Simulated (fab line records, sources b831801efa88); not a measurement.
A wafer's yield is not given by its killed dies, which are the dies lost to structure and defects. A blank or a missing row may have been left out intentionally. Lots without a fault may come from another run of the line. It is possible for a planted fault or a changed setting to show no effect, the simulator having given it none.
One fault seen from 2 desks + flow sky130 + every desk sees just its own numbers, and what lay behind them comes last

## AT THE METROLOGY DESK
What the gauges read for every lot (on any tool): the sampled wafers with a number, averaged. Marked OUT: a lot whose mean sits more than 4 standard deviations from the usual mean, which makes it out of limits; the brackets give that distance.
Columns: A = VIA3_HDPCVD_THK at SKY_VIA3_THK_MEAS_01, usual 1637 nm
| lot  | first seen here | A               |
|------|-----------------|-----------------|
| L156 | day 38 04:13    | 1642            |
| L159 | day 39 17:09    | 1627            |
| L163 | day 40 21:00    | 1633            |
| L164 | day 41 03:56    | 1642            |
| L166 | day 41 18:38    | 1760 (+8.8) OUT |
| L167 | day 42 00:56    | 1801 (+12) OUT  |
| L175 | day 44 19:11    | 1633            |
| L176 | day 44 20:59    | 1653            |
| L177 | day 44 22:37    | 1640            |
| L178 | day 45 04:43    | 1648            |
| L179 | day 45 07:42    | 1638            |
This desk's result: L166, L167 out of limits, first on L166 (VIA3_HDPCVD_THK at SKY_VIA3_THK_MEAS_01), day 41 18:38. L156, L159, L163, L164, L175, L176, L177, L178, L179 stayed within limits.

## THE TOOL OWNER'S DESK: hdpcvd-01
The tool's own readings at SKY_VIA3_HDPCVD_00 (deposits SiO2, target thk 1635 nm, time 272.5 s): means of the sampled wafers that have a number, for each lot that ran on this tool. Marked OUT: a lot whose mean sits more than 4 standard deviations from the usual mean, which makes it out of limits; the brackets give that distance.
Columns: A = run length s at SKY_VIA3_HDPCVD_00, usual 300.1 s; B = sih4 flow sccm at SKY_VIA3_HDPCVD_00, usual 60.03 sccm
| lot  | first seen here | A               | B     |
|------|-----------------|-----------------|-------|
| L159 | day 39 16:58    | 299.9           | 60.05 |
| L163 | day 40 20:49    | 299.6           | 59.99 |
| L164 | day 41 03:46    | 300.0           | 60.13 |
| L166 | day 41 18:27    | 318.3 (+34) OUT | 59.91 |
| L167 | day 42 00:45    | 327.8 (+51) OUT | 60.03 |
| L176 | day 44 20:49    | 299.9           | 60.10 |
| L178 | day 45 04:32    | 299.9           | 59.85 |
| L179 | day 45 07:31    | 300.1           | 60.12 |
This desk's verdict: out of limits on L166, L167, starting with L166 at day 41 18:27 (run length s at SKY_VIA3_HDPCVD_00). L159, L163, L164, L176, L178, L179 stayed within limits.

## BROUGHT TOGETHER
On L166, L167, at day 41 18:27, an alarm was possible from the tool owner's desk.
The metrology desk could have raised an alarm at day 41 18:38, on L166, L167.
All the named lots went through SKY_VIA3_HDPCVD_00 on hdpcvd-01.

## WHAT THE SIMULATOR HAD INSERTED
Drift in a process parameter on hdpcvd-01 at SKY_VIA3_HDPCVD_00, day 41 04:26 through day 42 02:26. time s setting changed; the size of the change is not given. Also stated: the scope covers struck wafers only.
Struck lots among those shown: L166, L167.
Delay (hours) between the fault's onset and each desk's first out-of-limits reading: 14 at the tool owner's desk, 14 at the metrology desk.
